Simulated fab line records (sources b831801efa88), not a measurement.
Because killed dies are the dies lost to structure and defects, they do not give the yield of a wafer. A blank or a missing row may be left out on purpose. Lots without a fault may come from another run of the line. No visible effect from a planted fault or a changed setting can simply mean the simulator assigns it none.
The tool behind it: which one? | flow gf180mcu | 42 wafers from 14 lots sampled at 4 of the route's 602 steps

WHAT EACH GAUGE READ, for each wafer
GF_M2_CD_MEAS_14: the cd target is 280 nm. Usual: cd-nm 279.9 nm, standard deviation 1.2.
lot  | measured     | on        | cd-nm (nm)        | flag
L870 | day 18 22:42 | cd-sem-02 | 278.0 278.1 277.5 |
L871 | day 19 15:13 | cd-sem-02 | 281.8 281.2 282.0 |
L872 | day 20 01:03 | cd-sem-02 | 280.4 280.8 281.4 |
L873 | day 20 04:09 | cd-sem-02 | 280.5 279.3 279.9 |
L874 | day 20 14:56 | cd-sem-02 | 281.6 281.8 280.7 |
L877 | day 21 20:30 | cd-sem-01 | 278.4 280.9 281.0 |
L878 | day 22 04:56 | cd-sem-01 | 279.9 279.3 281.1 |
L879 | day 22 09:56 | cd-sem-02 | 278.4 279.4 279.2 |
L890 | day 26 04:56 | cd-sem-01 | 280.0 278.6 280.4 |
L891 | day 26 15:05 | cd-sem-02 | 279.3 279.6 278.2 |
L892 | day 26 22:20 | cd-sem-01 | 279.3 279.3 280.1 |
L893 | day 27 04:56 | cd-sem-02 | 279.3 280.2 279.3 |

WHICH TOOL RAN EACH LOT (tool, then ch and the chambers of the sampled wafers, then the start)
lot  | GF_SALICIDE_WET_ETCH_01         | GF_M1_STRIP_17                       | GF_M2_SPUTTER_02
L870 | wet-bench-03 ch 0, day 14 22:41 | plasma-asher-04 ch 0,1, day 16 20:47 | pvd-sputter-04, day 17 22:50
L871 | wet-bench-04 ch 0, day 15 13:25 | plasma-asher-04 ch 0,1, day 17 13:04 | pvd-sputter-03, day 18 15:18
L872 | wet-bench-04 ch 1, day 15 21:47 | plasma-asher-04 ch 0,1, day 17 22:14 | pvd-sputter-03, day 19 01:08
L873 | wet-bench-03 ch 0, day 16 01:14 | plasma-asher-01 ch 0,1, day 18 01:31 | pvd-sputter-01, day 19 04:05
L874 | wet-bench-03 ch 2, day 16 10:49 | plasma-asher-01 ch 0,1, day 18 12:13 | pvd-sputter-04, day 19 14:59
L877 | wet-bench-03 ch 0, day 17 14:46 | plasma-asher-01 ch 0,1, day 19 17:37 | pvd-sputter-04, day 20 20:44
L878 | wet-bench-04 ch 3, day 17 23:58 | plasma-asher-01 ch 0, day 20 03:04   | pvd-sputter-04, day 21 05:42
L879 | wet-bench-01 ch 3, day 18 07:10 | plasma-asher-04 ch 0,1, day 20 09:25 | pvd-sputter-03, day 21 11:28
L882 | wet-bench-04 ch 3, day 19 19:03 | -                                    | -
L883 | wet-bench-01 ch 0, day 20 06:28 | -                                    | -
L890 | wet-bench-03 ch 2, day 22 06:35 | plasma-asher-04 ch 0,1, day 24 06:25 | pvd-sputter-01, day 25 07:14
L891 | wet-bench-01 ch 1, day 22 17:44 | plasma-asher-03 ch 0,1, day 24 17:40 | pvd-sputter-01, day 25 17:58
L892 | wet-bench-04 ch 3, day 23 02:07 | plasma-asher-01 ch 0, day 25 02:01   | pvd-sputter-03, day 26 01:44
L893 | wet-bench-01 ch 0, day 23 08:51 | plasma-asher-04 ch 0, day 25 08:17   | pvd-sputter-01, day 26 08:07
- GF_SALICIDE_WET_ETCH_01: etches SiO2 in dHF, target depth 5 nm, time 100 s.
- GF_M1_STRIP_17: strips in O2/N2.
- GF_M2_SPUTTER_02: material AlCu, target thk 450 nm, time 24.71 s.

AS READ BY THE TOOLS THEMSELVES (means over the sampled wafers that have a number; for cases with no such wafer, the mark the record gives instead)
GF_SALICIDE_WET_ETCH_01. Usual: bath-heat-duty-pct 7.4 %, standard deviation 0.64; run-length-s 128 s, standard deviation 3.7.
lot  | tool         | bath-heat-duty-pct (%) | run-length-s (s) | flag
L870 | wet-bench-03 | 7.2                    | 124              |
L871 | wet-bench-04 | 7.4                    | 127              |
L872 | wet-bench-04 | 6.7                    | 133              |
L873 | wet-bench-03 | 7.1                    | 132              |
L874 | wet-bench-03 | 8.2                    | 135              |
L877 | wet-bench-03 | 7.1                    | 124              |
L878 | wet-bench-04 | 7.1                    | 127              |
L879 | wet-bench-01 | 8.3                    | 135              |
L882 | wet-bench-04 | -                      | -                | OFF
L883 | wet-bench-01 | -                      | -                | OFF
L890 | wet-bench-03 | 8.0                    | 126              |
L891 | wet-bench-01 | 7.2                    | 125              |
L892 | wet-bench-04 | 7.1                    | 132              |
L893 | wet-bench-01 | 7.4                    | 125              |

GF_M1_STRIP_17. Usual: drypump-motor-current-A 5.4 A, standard deviation 0.55; heater-power-w 331 W, standard deviation 31; oes-product-au 0.556 a.u., standard deviation 0.005; strip-time-to-endpoint-s 7.84 s, standard deviation 0.057.
lot  | tool            | drypump-motor-current-A (A) | heater-power-w (W) | oes-product-au (a.u.) | strip-time-to-endpoint-s (s) | flag
L870 | plasma-asher-04 | 5.2                         | 319                | 0.557                 | 7.86                         |
L871 | plasma-asher-04 | 5.2                         | 317                | 0.552                 | 7.82                         |
L872 | plasma-asher-04 | 5.1                         | 330                | 0.561                 | 7.87                         |
L873 | plasma-asher-01 | 5.0                         | 331                | 0.561                 | 7.82                         |
L874 | plasma-asher-01 | 5.0                         | 331                | 0.557                 | 7.86                         |
L877 | plasma-asher-01 | 5.0                         | 333                | 0.561                 | 7.94                         |
L878 | plasma-asher-01 | 4.8                         | 337                | 0.560                 | 7.81                         |
L879 | plasma-asher-04 | 5.2                         | 322                | 0.556                 | 7.76                         |
L890 | plasma-asher-04 | 5.1                         | 339                | 0.558                 | 7.82                         |
L891 | plasma-asher-03 | 6.3                         | 363                | 0.556                 | 7.77                         |
L892 | plasma-asher-01 | 4.8                         | 339                | 0.554                 | 7.82                         |
L893 | plasma-asher-04 | 4.9                         | 346                | 0.555                 | 7.90                         |

GF_M2_SPUTTER_02. Usual: throttle-valve-pct 29.8 %, standard deviation 0.99.
lot  | tool           | throttle-valve-pct (%) | flag
L870 | pvd-sputter-04 | 29.3                   |
L871 | pvd-sputter-03 | 29.4                   |
L872 | pvd-sputter-03 | 30.0                   |
L873 | pvd-sputter-01 | 30.3                   |
L874 | pvd-sputter-04 | 28.7                   |
L877 | pvd-sputter-04 | 28.7                   |
L878 | pvd-sputter-04 | 28.8                   |
L879 | pvd-sputter-03 | 30.3                   |
L890 | pvd-sputter-01 | 30.4                   |
L891 | pvd-sputter-01 | 30.3                   |
L892 | pvd-sputter-03 | 29.6                   |
L893 | pvd-sputter-01 | 31.0                   |

THE ANSWER, worked out from the rows above alone
Rule: a lot counts as off when the mean over its wafers that have a number is more than 3 standard deviations away from the usual mean. Also off: a lot with no number at a reading for which 4 or more lots have one. Any other lot the step has rows for is counted as sound. After the gauges, taken in route order, come the tools' own readings; for these a lot's mean is taken, as printed above. At the first step where some lot is off, the reading lying furthest off is the one used; lots without a number count as furthest.
Off: L882, L883, at GF_SALICIDE_WET_ETCH_01 (bath-heat-duty-pct). Without a number there: L882, L883.
A tool fits if, at that step or a process step before it, it ran every lot that is off, and no sound lot after the first of them. None of those tried fits.

WHAT THE SIMULATOR HAD PUT IN
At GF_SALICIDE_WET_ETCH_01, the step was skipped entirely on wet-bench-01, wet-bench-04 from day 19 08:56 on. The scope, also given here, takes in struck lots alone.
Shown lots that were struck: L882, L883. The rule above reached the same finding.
